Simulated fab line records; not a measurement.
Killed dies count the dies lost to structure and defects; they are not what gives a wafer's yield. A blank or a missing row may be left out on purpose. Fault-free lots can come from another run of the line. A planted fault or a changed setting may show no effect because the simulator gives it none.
A single fault, viewed from 2 desks ; flow sky130 ; numbers are kept per desk, each desk with only its own; the story behind them comes last

THE METROLOGY DESK
Lot by lot, what the gauges showed, no matter which tool ran the lot: averages of those sampled wafers that carry a number. Marked OUT: a lot whose mean sits more than 4 standard deviations from the usual mean, which makes it out of limits; the brackets give that distance.
Columns: A = VIA1_W_THK at SKY_VIA1_THK_MEAS_23, usual 278 nm; B = PASSIVATION_CVD_02_THK at SKY_PASSIVATION_THK_MEAS_03, usual 542 nm
lot;first seen here;A;B
L231;day 34 01:44;287;537
L232;day 34 07:53;275;545
L234;day 35 02:10;283;536
L235;day 35 17:43;280;535
L236;day 36 00:22;273;540
L238;day 36 06:23;276;540
L242;day 37 19:19;280;605 (+8.2) OUT
L243;day 38 04:08;268;599 (+7.4) OUT
L245;day 38 10:59;279;536
L248;day 39 02:49;284;542
L250;day 39 23:25;276;548
L254;day 40 23:05;281;538
This desk's finding: out of limits on L242, L243; first on L242, day 47 00:01 (PASSIVATION_CVD_02_THK at SKY_PASSIVATION_THK_MEAS_03). Within limits: L231, L232, L234, L235, L236, L238, L245, L248, L250, L254.

AT THE TOOL OWNER'S DESK: pecvd-01
The tool's own readings at SKY_PASSIVATION_CVD_02 (deposits Si3N4, target thk 540 nm): means of the sampled wafers that have a number, for each lot that ran on this tool. Marked OUT: a lot whose mean sits more than 4 standard deviations from the usual mean, which makes it out of limits; the brackets give that distance.
Columns: A = heater power w at SKY_PASSIVATION_CVD_02, usual 657 W; B = rf fwd power W at SKY_PASSIVATION_CVD_02, usual 449.3 W
lot;first seen here;A;B
L232;day 44 02:44;657;448.3
L238;day 45 17:31;619;449.4
L242;day 46 23:48;601;629.0 (+99 or more) OUT
L243;day 47 07:18;490;629.4 (+99 or more) OUT
This desk finds L242, L243 out of limits, L242 being first, at day 46 23:48 (rf fwd power W at SKY_PASSIVATION_CVD_02). Within limits: L232, L238.

PUT TOGETHER
An alarm could have come from the tool owner's desk at day 46 23:48, on L242, L243.
The metrology desk could have raised an alarm at day 47 00:01, on L242, L243.
SKY_PASSIVATION_CVD_02 was run on pecvd-01 by each of the lots named.

WHAT THE SIMULATOR HAD INSERTED
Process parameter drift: pecvd-01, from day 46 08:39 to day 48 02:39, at SKY_PASSIVATION_CVD_02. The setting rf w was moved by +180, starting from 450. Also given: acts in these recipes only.
Shown lots that were struck: L242, L243.
Time in hours from fault onset to the first out-of-limits reading at each desk: tool owner's desk 15, metrology desk 15.
